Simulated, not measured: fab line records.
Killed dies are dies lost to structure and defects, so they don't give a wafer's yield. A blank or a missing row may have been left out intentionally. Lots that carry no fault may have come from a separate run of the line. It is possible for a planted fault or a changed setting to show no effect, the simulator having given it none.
fab line records :: flow gf180mcu :: part 2 of 2: steps 26 to 34 of 34
record
  lots=5
  wafers=15
  lastDay=33
route steps=602 shown V1@349 M2@362 V2@382
lots that met no fault: from a run of the same line without faults
startH: hours from the record's first day to the start of the lot's first wafer shown :: waitH: hours from the lot's prior step to this one :: " the same as in the row above :: L1.1+2: one row covering several wafers at once :: - either no value or no given start :: * or withheld: withheld :: < > ~ a bound
route shown NAME@n: names a module that has steps shown in the file, with the first one's number in the route :: usual: mean/standard deviation of fault-free wafers :: same: alike in all rows :: chamber/n: place in a boat :: sites: readings site by site :: _std_site: the values' standard deviation :: _edge_site: the outer-site mean with the inner-site mean subtracted :: radiusMm: for every site, how far away it sits from the centre of the wafer :: mask NAME#n: copy n :: behind: the tool/chamber that last shaped the wafer :: hold: reason for holding the lot/hours on hold/outcome of the hold :: device: the n, p or np transistor that did not switch :: end of line: the route-end tests of the same wafers :: step lacking rows: just its recipe :: killed: dies lost to structure and defects at the first sort, not the wafer's yield :: map: the dies of a wafer, with x for killed, . for not killed, _ for no die there
set.NAME: setting as actually run; set.NAME@STEP: the setting as run at that earlier step :: model.NAME: the simulator's own value behind a step, which no gauge read
lots at selected steps of the route; one table per step, one row per wafer
services: when a tool's chamber went out of use (startH, in hours from the record's first day, below 0 if earlier), for how many hours, and the reason
## steps
# step GF_M2_PEB_12
# recipe
  pebTempC=135
  pebTimeS=90
  resist=KrF
# usual
  chillPlateTempC=23.00/0.099
lot.wafer: L077.1
tool: lithoTrack-04
chamber: 0
startH: -
waitH: -
chillPlateTempC: 23.05

lot.wafer: L077.2
tool: lithoTrack-04
chamber: 0
startH: -
waitH: -
chillPlateTempC: 23.09

lot.wafer: L077.4
tool: lithoTrack-04
chamber: 0
startH: -
waitH: -
chillPlateTempC: 22.93

lot.wafer: L078.3
tool: lithoTrack-03
chamber: 0
startH: -
waitH: -
chillPlateTempC: 23.15

lot.wafer: L078.4
tool: lithoTrack-03
chamber: 0
startH: -
waitH: -
chillPlateTempC: 23.12

lot.wafer: L078.5
tool: lithoTrack-03
chamber: 0
startH: -
waitH: -
chillPlateTempC: 23.14

lot.wafer: L081.1
tool: lithoTrack-01
chamber: 0
startH: -
waitH: -
chillPlateTempC: 23.00

lot.wafer: L081.4
tool: lithoTrack-01
chamber: 0
startH: -
waitH: -
chillPlateTempC: 22.87

lot.wafer: L081.5
tool: lithoTrack-01
chamber: 0
startH: -
waitH: -
chillPlateTempC: 22.92

lot.wafer: L083.2
tool: lithoTrack-01
chamber: 0
startH: -
waitH: -
chillPlateTempC: 23.00

lot.wafer: L083.3
tool: lithoTrack-01
chamber: 0
startH: -
waitH: -
chillPlateTempC: 23.01

lot.wafer: L083.4
tool: lithoTrack-01
chamber: 0
startH: -
waitH: -
chillPlateTempC: 23.16

lot.wafer: L090.1
tool: lithoTrack-03
chamber: 0
startH: -
waitH: -
chillPlateTempC: 22.96

lot.wafer: L090.4
tool: lithoTrack-03
chamber: 0
startH: -
waitH: -
chillPlateTempC: 22.91

lot.wafer: L090.5
tool: lithoTrack-03
chamber: 0
startH: -
waitH: -
chillPlateTempC: 23.15
# step GF_M2_DEVELOP_13
# recipe
  developTimeS=60
  devTempC=21
# usual
  chillPlateTempC=22.99/0.099
lot.wafer: L077.1
tool: lithoTrack-04
chamber: 0
startH: 472.05
waitH: 0.2
chillPlateTempC: 23.08

lot.wafer: L077.2
tool: lithoTrack-04
chamber: 0
startH: 472.05
waitH: 0.2
chillPlateTempC: 23.11

lot.wafer: L077.4
tool: lithoTrack-04
chamber: 0
startH: 472.05
waitH: 0.2
chillPlateTempC: 22.96

lot.wafer: L078.3
tool: lithoTrack-03
chamber: 0
startH: 481.63
waitH: 0.1
chillPlateTempC: 22.81

lot.wafer: L078.4
tool: lithoTrack-03
chamber: 0
startH: 481.63
waitH: 0.1
chillPlateTempC: 22.89

lot.wafer: L078.5
tool: lithoTrack-03
chamber: 0
startH: 481.63
waitH: 0.1
chillPlateTempC: 22.89

lot.wafer: L081.1
tool: lithoTrack-01
chamber: 0
startH: 498.04
waitH: 0.2
chillPlateTempC: 22.79

lot.wafer: L081.4
tool: lithoTrack-01
chamber: 0
startH: 498.04
waitH: 0.2
chillPlateTempC: 22.72

lot.wafer: L081.5
tool: lithoTrack-01
chamber: 0
startH: 498.04
waitH: 0.2
chillPlateTempC: 22.92

lot.wafer: L083.2
tool: lithoTrack-01
chamber: 0
startH: 519.71
waitH: 0.2
chillPlateTempC: 23.09

lot.wafer: L083.3
tool: lithoTrack-01
chamber: 0
startH: 519.71
waitH: 0.2
chillPlateTempC: 22.99

lot.wafer: L083.4
tool: lithoTrack-01
chamber: 0
startH: 519.71
waitH: 0.2
chillPlateTempC: 23.00

lot.wafer: L090.1
tool: lithoTrack-03
chamber: 0
startH: 577.82
waitH: 0.2
chillPlateTempC: 22.91

lot.wafer: L090.4
tool: lithoTrack-03
chamber: 0
startH: 577.82
waitH: 0.2
chillPlateTempC: 23.05

lot.wafer: L090.5
tool: lithoTrack-03
chamber: 0
startH: 577.82
waitH: 0.2
chillPlateTempC: 23.14
# step GF_M2_CD_MEAS_14
# recipe
  targetCdNm=280
# usual
  cdNm=280.4/1.3
lot.wafer: L077.1
tool: cdSem-01
chamber: -
startH: 472.20
waitH: 0.1
cdNm: 279.7

lot.wafer: L077.2
tool: cdSem-01
chamber: -
startH: 472.20
waitH: 0.1
cdNm: 281.2

lot.wafer: L077.4
tool: cdSem-01
chamber: -
startH: 472.20
waitH: 0.1
cdNm: 279.0

lot.wafer: L078.3
tool: cdSem-02
chamber: -
startH: 481.77
waitH: 0.1
cdNm: 280.8

lot.wafer: L078.4
tool: cdSem-02
chamber: -
startH: 481.77
waitH: 0.1
cdNm: 281.2

lot.wafer: L078.5
tool: cdSem-02
chamber: -
startH: 481.77
waitH: 0.1
cdNm: 282.0

lot.wafer: L081.1
tool: cdSem-02
chamber: -
startH: 498.19
waitH: 0.1
cdNm: 281.8

lot.wafer: L081.4
tool: cdSem-02
chamber: -
startH: 498.19
waitH: 0.1
cdNm: 280.6

lot.wafer: L081.5
tool: cdSem-02
chamber: -
startH: 498.19
waitH: 0.1
cdNm: 280.6

lot.wafer: L083.2
tool: cdSem-01
chamber: -
startH: 519.86
waitH: 0.1
cdNm: 281.5

lot.wafer: L083.3
tool: cdSem-01
chamber: -
startH: 519.86
waitH: 0.1
cdNm: 280.1

lot.wafer: L083.4
tool: cdSem-01
chamber: -
startH: 519.86
waitH: 0.1
cdNm: 281.2

lot.wafer: L090.1
tool: cdSem-02
chamber: -
startH: 577.97
waitH: 0.1
cdNm: 278.8

lot.wafer: L090.4
tool: cdSem-02
chamber: -
startH: 577.97
waitH: 0.1
cdNm: 280.6

lot.wafer: L090.5
tool: cdSem-02
chamber: -
startH: 577.97
waitH: 0.1
cdNm: 279.1
# step GF_M2_OVL_MEAS_15
# usual
  M2_OVL=0/5.1
lot.wafer: L077.1
tool: overlay-01
chamber: -
startH: 472.32
waitH: 0.1
M2_OVL[nm]: 0

lot.wafer: L077.2
tool: overlay-01
chamber: -
startH: 472.32
waitH: 0.1
M2_OVL[nm]: 3

lot.wafer: L077.4
tool: overlay-01
chamber: -
startH: 472.32
waitH: 0.1
M2_OVL[nm]: 0

lot.wafer: L078.3
tool: overlay-02
chamber: -
startH: 481.86
waitH: 0.1
M2_OVL[nm]: -4

lot.wafer: L078.4
tool: overlay-02
chamber: -
startH: 481.86
waitH: 0.1
M2_OVL[nm]: -3

lot.wafer: L078.5
tool: overlay-02
chamber: -
startH: 481.86
waitH: 0.1
M2_OVL[nm]: 6

lot.wafer: L081.1
tool: overlay-02
chamber: -
startH: 498.31
waitH: 0.1
M2_OVL[nm]: -4

lot.wafer: L081.4
tool: overlay-02
chamber: -
startH: 498.31
waitH: 0.1
M2_OVL[nm]: 6

lot.wafer: L081.5
tool: overlay-02
chamber: -
startH: 498.31
waitH: 0.1
M2_OVL[nm]: -4

lot.wafer: L083.2
tool: overlay-02
chamber: -
startH: 519.96
waitH: 0.1
M2_OVL[nm]: -14

lot.wafer: L083.3
tool: overlay-02
chamber: -
startH: 519.96
waitH: 0.1
M2_OVL[nm]: -9

lot.wafer: L083.4
tool: overlay-02
chamber: -
startH: 519.96
waitH: 0.1
M2_OVL[nm]: -6

lot.wafer: L090.1
tool: overlay-02
chamber: -
startH: 578.09
waitH: 0.1
M2_OVL[nm]: -6

lot.wafer: L090.4
tool: overlay-02
chamber: -
startH: 578.09
waitH: 0.1
M2_OVL[nm]: -1

lot.wafer: L090.5
tool: overlay-02
chamber: -
startH: 578.09
waitH: 0.1
M2_OVL[nm]: -5
# step GF_M2_METAL_ETCH_16
# recipe
  chemistry=Cl2/BCl3
  maskMaterial=KrF
  targetDepthNm=627.5
  stopOn=SiO2
  pressureMtorr=8
  icpW=800
  biasW=140
  Cl2_flow_sccm=80
  bcl3FlowSccm=40
  timeS=104.6
# usual
  bcl3FlowSccm=40.01/0.1
  drypumpMotorCurrentA=5.7/0.33
  mfcCl2Sccm=80.05/0.25
  oesProductAu=0.974/0.0059
  throttleValvePct=28.247/0.0097
lot.wafer: L077.1
tool: rieMetal-01
chamber: 1
startH: 472.36
waitH: 0.0
bcl3FlowSccm: 39.95
drypumpMotorCurrentA: 5.5
mfcCl2Sccm: 80.06
oesProductAu: 0.975
rfHoursCounterH: 4
throttleValvePct: 28.243

lot.wafer: L077.2
tool: rieMetal-01
chamber: 0
startH: 472.36
waitH: 0.0
bcl3FlowSccm: 40.09
drypumpMotorCurrentA: 6.1
mfcCl2Sccm: 80.00
oesProductAu: 0.977
rfHoursCounterH: 9
throttleValvePct: 28.235

lot.wafer: L077.4
tool: rieMetal-01
chamber: 1
startH: 472.36
waitH: 0.0
bcl3FlowSccm: 40.10
drypumpMotorCurrentA: 5.5
mfcCl2Sccm: 79.57
oesProductAu: 0.966
rfHoursCounterH: -
throttleValvePct: 28.254

lot.wafer: L078.3
tool: rieMetal-01
chamber: 0
startH: 481.92
waitH: 0.1
bcl3FlowSccm: 40.03
drypumpMotorCurrentA: 6.1
mfcCl2Sccm: 80.28
oesProductAu: 0.976
rfHoursCounterH: -
throttleValvePct: 28.251

lot.wafer: L078.4
tool: rieMetal-01
chamber: 1
startH: 481.92
waitH: 0.1
bcl3FlowSccm: 40.02
drypumpMotorCurrentA: 5.5
mfcCl2Sccm: 80.30
oesProductAu: 0.968
rfHoursCounterH: -
throttleValvePct: 28.259

lot.wafer: L078.5
tool: rieMetal-01
chamber: 0
startH: 481.92
waitH: 0.1
bcl3FlowSccm: 39.99
drypumpMotorCurrentA: 6.1
mfcCl2Sccm: 80.14
oesProductAu: 0.977
rfHoursCounterH: -
throttleValvePct: 28.258

lot.wafer: L081.1
tool: rieMetal-03
chamber: 1
startH: 498.34
waitH: 0.0
bcl3FlowSccm: 39.98
drypumpMotorCurrentA: 5.4
mfcCl2Sccm: 79.79
oesProductAu: 0.971
rfHoursCounterH: 7
throttleValvePct: 28.250

lot.wafer: L081.4
tool: rieMetal-03
chamber: 1
startH: 498.34
waitH: 0.0
bcl3FlowSccm: 40.13
drypumpMotorCurrentA: 5.4
mfcCl2Sccm: 79.96
oesProductAu: 0.972
rfHoursCounterH: -
throttleValvePct: 28.250

lot.wafer: L081.5
tool: rieMetal-03
chamber: 0
startH: 498.34
waitH: 0.0
bcl3FlowSccm: 40.03
drypumpMotorCurrentA: 5.9
mfcCl2Sccm: 80.01
oesProductAu: 0.971
rfHoursCounterH: -
throttleValvePct: 28.249

lot.wafer: L083.2
tool: rieMetal-03
chamber: 1
startH: 519.99
waitH: 0.0
bcl3FlowSccm: 40.00
drypumpMotorCurrentA: 5.4
mfcCl2Sccm: 80.06
oesProductAu: 0.972
rfHoursCounterH: 7
throttleValvePct: 28.247

lot.wafer: L083.3
tool: rieMetal-03
chamber: 1
startH: 519.99
waitH: 0.0
bcl3FlowSccm: 40.07
drypumpMotorCurrentA: 5.4
mfcCl2Sccm: 79.96
oesProductAu: 0.981
rfHoursCounterH: -
throttleValvePct: 28.247

lot.wafer: L083.4
tool: rieMetal-03
chamber: 0
startH: 519.99
waitH: 0.0
bcl3FlowSccm: 39.87
drypumpMotorCurrentA: 5.8
mfcCl2Sccm: 79.70
oesProductAu: 0.982
rfHoursCounterH: -
throttleValvePct: 28.239

lot.wafer: L090.1
tool: rieMetal-02
chamber: 1
startH: 578.13
waitH: 0.0
bcl3FlowSccm: 40.12
drypumpMotorCurrentA: 4.9
mfcCl2Sccm: 79.93
oesProductAu: 0.974
rfHoursCounterH: 9
throttleValvePct: 28.240

lot.wafer: L090.4
tool: rieMetal-02
chamber: 1
startH: 578.13
waitH: 0.0
bcl3FlowSccm: 40.20
drypumpMotorCurrentA: 4.9
mfcCl2Sccm: 79.87
oesProductAu: 0.975
rfHoursCounterH: -
throttleValvePct: 28.253

lot.wafer: L090.5
tool: rieMetal-02
chamber: 0
startH: 578.13
waitH: 0.0
bcl3FlowSccm: 40.06
drypumpMotorCurrentA: 6.0
mfcCl2Sccm: 80.55
oesProductAu: 0.978
rfHoursCounterH: -
throttleValvePct: 28.264
# step GF_M2_STRIP_17
# recipe
  chemistry=O2/N2
  powerW=1400
  pressureMtorr=1500
  platenTempC=250
  o2FlowSccm=3000
  n2FlowSccm=300
  overashFraction=0.5
# usual
  drypumpMotorCurrentA=5.6/0.4
  heaterPowerW=352/25
  oesProductAu=0.558/0.0049
  stripTimeToEndpointS=7.88/0.04
lot.wafer: L077.1
tool: plasmaAsher-04
chamber: 1
startH: 472.47
waitH: 0.1
drypumpMotorCurrentA: 5.8
heaterPowerW: 395
oesProductAu: 0.554
rfHoursCounterH: 4
stripTimeToEndpointS: 7.90

lot.wafer: L077.2
tool: plasmaAsher-04
chamber: 0
startH: 472.47
waitH: 0.1
drypumpMotorCurrentA: 4.9
heaterPowerW: 328
oesProductAu: 0.556
rfHoursCounterH: 4
stripTimeToEndpointS: 7.89

lot.wafer: L077.4
tool: plasmaAsher-04
chamber: 0
startH: 472.47
waitH: 0.1
drypumpMotorCurrentA: 4.9
heaterPowerW: 328
oesProductAu: 0.559
rfHoursCounterH: -
stripTimeToEndpointS: 7.87

lot.wafer: L078.3
tool: plasmaAsher-02
chamber: 1
startH: 482.03
waitH: 0.1
drypumpMotorCurrentA: 5.6
heaterPowerW: 329
oesProductAu: 0.556
rfHoursCounterH: -
stripTimeToEndpointS: 7.87

lot.wafer: L078.4
tool: plasmaAsher-02
chamber: 0
startH: 482.03
waitH: 0.1
drypumpMotorCurrentA: 6.0
heaterPowerW: 356
oesProductAu: 0.559
rfHoursCounterH: -
stripTimeToEndpointS: 7.88

lot.wafer: L078.5
tool: plasmaAsher-02
chamber: 1
startH: 482.03
waitH: 0.1
drypumpMotorCurrentA: 5.6
heaterPowerW: 324
oesProductAu: 0.550
rfHoursCounterH: -
stripTimeToEndpointS: 7.87

lot.wafer: L081.1
tool: plasmaAsher-04
chamber: 1
startH: 498.45
waitH: 0.1
drypumpMotorCurrentA: 5.8
heaterPowerW: 385
oesProductAu: 0.560
rfHoursCounterH: 6
stripTimeToEndpointS: 7.81

lot.wafer: L081.4
tool: plasmaAsher-04
chamber: 0
startH: 498.45
waitH: 0.1
drypumpMotorCurrentA: 4.9
heaterPowerW: 339
oesProductAu: 0.558
rfHoursCounterH: -
stripTimeToEndpointS: 7.82

lot.wafer: L081.5
tool: plasmaAsher-04
chamber: 0
startH: 498.45
waitH: 0.1
drypumpMotorCurrentA: 4.9
heaterPowerW: 324
oesProductAu: 0.558
rfHoursCounterH: -
stripTimeToEndpointS: 7.85

lot.wafer: L083.2
tool: plasmaAsher-04
chamber: 1
startH: 520.10
waitH: 0.1
drypumpMotorCurrentA: 5.8
heaterPowerW: 380
oesProductAu: 0.558
rfHoursCounterH: 9
stripTimeToEndpointS: 7.89

lot.wafer: L083.3
tool: plasmaAsher-04
chamber: 0
startH: 520.10
waitH: 0.1
drypumpMotorCurrentA: 4.9
heaterPowerW: 336
oesProductAu: 0.564
rfHoursCounterH: -
stripTimeToEndpointS: 7.87

lot.wafer: L083.4
tool: plasmaAsher-04
chamber: 1
startH: 520.10
waitH: 0.1
drypumpMotorCurrentA: 5.8
heaterPowerW: 388
oesProductAu: 0.565
rfHoursCounterH: -
stripTimeToEndpointS: 7.86

lot.wafer: L090.1
tool: plasmaAsher-04
chamber: 1
startH: 578.24
waitH: 0.1
drypumpMotorCurrentA: 5.8
heaterPowerW: 386
oesProductAu: 0.565
rfHoursCounterH: 14
stripTimeToEndpointS: 7.91

lot.wafer: L090.4
tool: plasmaAsher-04
chamber: 0
startH: 578.24
waitH: 0.1
drypumpMotorCurrentA: 4.8
heaterPowerW: 331
oesProductAu: 0.563
rfHoursCounterH: -
stripTimeToEndpointS: 7.92

lot.wafer: L090.5
tool: plasmaAsher-04
chamber: 0
startH: 578.24
waitH: 0.1
drypumpMotorCurrentA: 4.9
heaterPowerW: 338
oesProductAu: 0.551
rfHoursCounterH: -
stripTimeToEndpointS: 7.86
# step GF_M2_STRIP_18
# recipe
  chemistry=postEtchResidueRemover
  timeS=1200
  tempC=72.5
lot.wafer: L077.1+2+4
tool: wetBench-03
chamber: 3
startH: 472.57
waitH: 0.1

lot.wafer: L078.3+4+5
tool: wetBench-04
chamber: 0
startH: 482.09
waitH: 0.0

lot.wafer: L081.1+4+5
tool: wetBench-02
chamber: 1
startH: 498.55
waitH: 0.1

lot.wafer: L083.2+3+4
tool: wetBench-03
chamber: 0
startH: 520.20
waitH: 0.1

lot.wafer: L090.1+4+5
tool: wetBench-02
chamber: 2
startH: 578.34
waitH: 0.1
# step GF_M2_CLEAN_19
# recipe
  chemistry=DIW
  dry=n2Spin
lot.wafer: L077.1+2+4
tool: wetBench-04
chamber: 1
startH: 472.94
waitH: 0.0

lot.wafer: L078.3+4+5
tool: wetBench-04
chamber: 1
startH: 482.78
waitH: 0.0

lot.wafer: L081.1+4+5
tool: wetBench-04
chamber: 0
startH: 498.90
waitH: 0.0

lot.wafer: L083.2+3+4
tool: wetBench-04
chamber: 3
startH: 520.55
waitH: 0.0

lot.wafer: L090.1+4+5
tool: wetBench-02
chamber: 1
startH: 578.68
waitH: 0.0
# step GF_V2_CVD_00
# recipe
  material=SiO2
  targetThkNm=600
  sigmaOpenFrac=0.3
  tempC=400
  timeS=100
  sih4FlowSccm=60
  pressureMtorr=6
lot.wafer: L077.1+2+4
tool: hdpcvd-01
chamber: 1,0,0
startH: 473.14
waitH: 0.0

lot.wafer: L078.3+4+5
tool: hdpcvd-02
chamber: 2,1,0
startH: 482.96
waitH: 0.0

lot.wafer: L081.1+4+5
tool: hdpcvd-02
chamber: 2,0,2
startH: 498.99
waitH: 0.0

lot.wafer: L083.2+3+4
tool: hdpcvd-01
chamber: 0,2,0
startH: 520.64
waitH: 0.0

lot.wafer: L090.1+4+5
tool: hdpcvd-02
chamber: 1,2,1
startH: 578.78
waitH: 0.0
## services
tool: cmp-02
chamber: -
startH: 430.95
hours: 2.0
kind: repair

tool: krfScanner-02
chamber: -
startH: 434.86
hours: 1.0
kind: pm

tool: hdpcvd-02
chamber: 0
startH: 441.88
hours: 5.0
kind: repair

tool: plasmaAsher-04
chamber: -
startH: 445.69
hours: 0.6
kind: repair

tool: pvdSputter-02
chamber: -
startH: 451.25
hours: 1.8
kind: repair

tool: krfScanner-02
chamber: -
startH: 455.15
hours: 1.3
kind: pm

tool: hdpcvd-02
chamber: -
startH: 464.08
hours: 1.3
kind: repair

tool: hdpcvd-02
chamber: -
startH: 465.66
hours: 2.8
kind: pm

tool: rieDiel-02
chamber: 1
startH: 469.02
hours: 5.7
kind: repair

tool: hdpcvd-02
chamber: -
startH: 474.53
hours: 6.0
kind: pm

tool: plasmaAsher-04
chamber: -
startH: 481.91
hours: 2.0
kind: repair

tool: krfScanner-02
chamber: -
startH: 484.48
hours: 0.8
kind: pm

tool: pvdSputter-04
chamber: -
startH: 486.73
hours: 2.2
kind: repair

tool: hdpcvd-02
chamber: -
startH: 539.25
hours: 15.0
kind: pm

tool: krfScanner-02
chamber: -
startH: 542.88
hours: 0.2
kind: repair

tool: krfScanner-02
chamber: -
startH: 544.91
hours: 4.4
kind: pm

tool: krfScanner-02
chamber: -
startH: 550.13
hours: 0.8
kind: pm

tool: krfScanner-02
chamber: -
startH: 553.16
hours: 7.1
kind: repair

tool: rieDiel-02
chamber: -
startH: 556.24
hours: 0.5
kind: repair

tool: plasmaAsher-04
chamber: -
startH: 558.31
hours: 7.0
kind: repair

tool: cmp-02
chamber: -
startH: 562.48
hours: 0.5
kind: repair

tool: pvdSputter-02
chamber: -
startH: 562.65
hours: 1.2
kind: repair

tool: pvdSputter-02
chamber: -
startH: 567.83
hours: 1.2
kind: repair

tool: cvdW-02
chamber: 0
startH: 569.79
hours: 8.8
kind: repair
